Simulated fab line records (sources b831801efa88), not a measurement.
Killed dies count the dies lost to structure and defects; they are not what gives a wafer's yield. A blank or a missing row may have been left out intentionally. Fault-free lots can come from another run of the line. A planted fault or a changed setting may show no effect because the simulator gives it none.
One fault seen from 2 desks || flow gf180mcu || numbers are kept per desk, each desk with only its own; the story behind them comes last

## THE TOOL OWNER'S DESK: implanter-01
The tool's own readings at GF_HV_LDD_IMPLANT_21: means of the sampled wafers that have a number, for each lot that ran on this tool. Marked OUT: a lot whose mean sits more than 4 standard deviations from the usual mean, which makes it out of limits; the brackets give that distance.
Columns: A = beam_energy_keV at GF_HV_LDD_IMPLANT_21, usual 25.580; B = dose_ions_cm2 at GF_HV_LDD_IMPLANT_21, usual 5e+13; C = end_station_pressure_torr at GF_HV_LDD_IMPLANT_21, usual 5.22e-06 Torr; D = faraday_current_uA at GF_HV_LDD_IMPLANT_21, usual 282
{"lot": "L185", "first seen here": "day 12 04:23", "A": 25.577, "B": 5e+13, "C": 5.23e-06, "D": 281}
{"lot": "L187", "first seen here": "day 13 05:31", "A": 25.584, "B": 5e+13, "C": 4.99e-06, "D": 286}
{"lot": "L188", "first seen here": "day 13 08:46", "A": 25.583, "B": 5e+13, "C": 5.01e-06, "D": 283}
{"lot": "L189", "first seen here": "day 13 12:37", "A": 25.582, "B": 5e+13, "C": 4.88e-06, "D": 282}
{"lot": "L192", "first seen here": "day 14 14:04", "A": 25.566, "B": "3e+13 (-99 or more) OUT", "C": 4.95e-06, "D": "179 (-18) OUT"}
{"lot": "L193", "first seen here": "day 14 19:53", "A": 25.581, "B": "3e+13 (-99 or more) OUT", "C": 5.21e-06, "D": "176 (-18) OUT"}
{"lot": "L194", "first seen here": "day 15 02:56", "A": 25.581, "B": "3e+13 (-99 or more) OUT", "C": 5.18e-06, "D": "175 (-18) OUT"}
{"lot": "L201", "first seen here": "day 17 09:22", "A": 25.581, "B": 5e+13, "C": 5.30e-06, "D": 276}
{"lot": "L202", "first seen here": "day 17 19:47", "A": 25.590, "B": 5e+13, "C": 5.38e-06, "D": 280}
This desk finds L192, L193, L194 out of limits, L192 being first, at day 14 14:04 (dose_ions_cm2 at GF_HV_LDD_IMPLANT_21). In limits: L185, L187, L188, L189, L201, L202.

## FROM THE METROLOGY DESK
What the gauges read, lot by lot, whatever tool the lot ran on: means of the sampled wafers that have a number. Marked OUT: a lot whose mean sits more than 4 standard deviations from the usual mean, which makes it out of limits; the brackets give that distance.
Columns: A = HV_LDD_2_TW at GF_HV_LDD_TW_MEAS_23, usual 1060; B = HV_LDD_CVD_54_THK at GF_HV_LDD_THK_MEAS_55, usual 9.98 nm
{"lot": "L185", "first seen here": "day 12 04:35", "A": 1057, "B": 10.12}
{"lot": "L186", "first seen here": "day 12 18:01", "A": 1075, "B": 9.90}
{"lot": "L187", "first seen here": "day 13 05:46", "A": 1053, "B": 10.02}
{"lot": "L188", "first seen here": "day 13 09:01", "A": 1051, "B": 9.81}
{"lot": "L189", "first seen here": "day 13 12:52", "A": 1048, "B": 9.97}
{"lot": "L191", "first seen here": "day 14 03:19", "A": 1054, "B": 10.03}
{"lot": "L192", "first seen here": "day 14 14:19", "A": "934 (-8.4) OUT", "B": 9.90}
{"lot": "L193", "first seen here": "day 14 20:07", "A": "933 (-8.5) OUT", "B": 10.16}
{"lot": "L194", "first seen here": "day 15 03:10", "A": "930 (-8.6) OUT", "B": 9.86}
{"lot": "L195", "first seen here": "day 15 10:20", "A": 1084, "B": 10.03}
{"lot": "L201", "first seen here": "day 17 09:37", "A": 1046, "B": 10.03}
{"lot": "L202", "first seen here": "day 17 20:01", "A": 1047, "B": 10.25}
This desk's finding: out of limits on L192, L193, L194; first on L192, day 14 14:19 (HV_LDD_2_TW at GF_HV_LDD_TW_MEAS_23). In limits: L185, L186, L187, L188, L189, L191, L195, L201, L202.

## ALL TOGETHER
An alarm could have come from the tool owner's desk at day 14 14:04, on L192, L193, L194.
On L192, L193, L194, the metrology desk was in a position to raise an alarm at day 14 14:19.
All the named lots went through GF_HV_LDD_IMPLANT_21 on implanter-01.

## WHAT THE SIMULATOR HAD PUT IN
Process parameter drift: implanter-01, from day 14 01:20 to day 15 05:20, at GF_HV_LDD_IMPLANT_21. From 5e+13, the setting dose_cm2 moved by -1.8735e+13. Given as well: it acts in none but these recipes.
Struck lots among those shown: L192, L193, L194.
Time in hours from fault onset to the first out-of-limits reading at each desk: tool owner's desk 13, metrology desk 13.
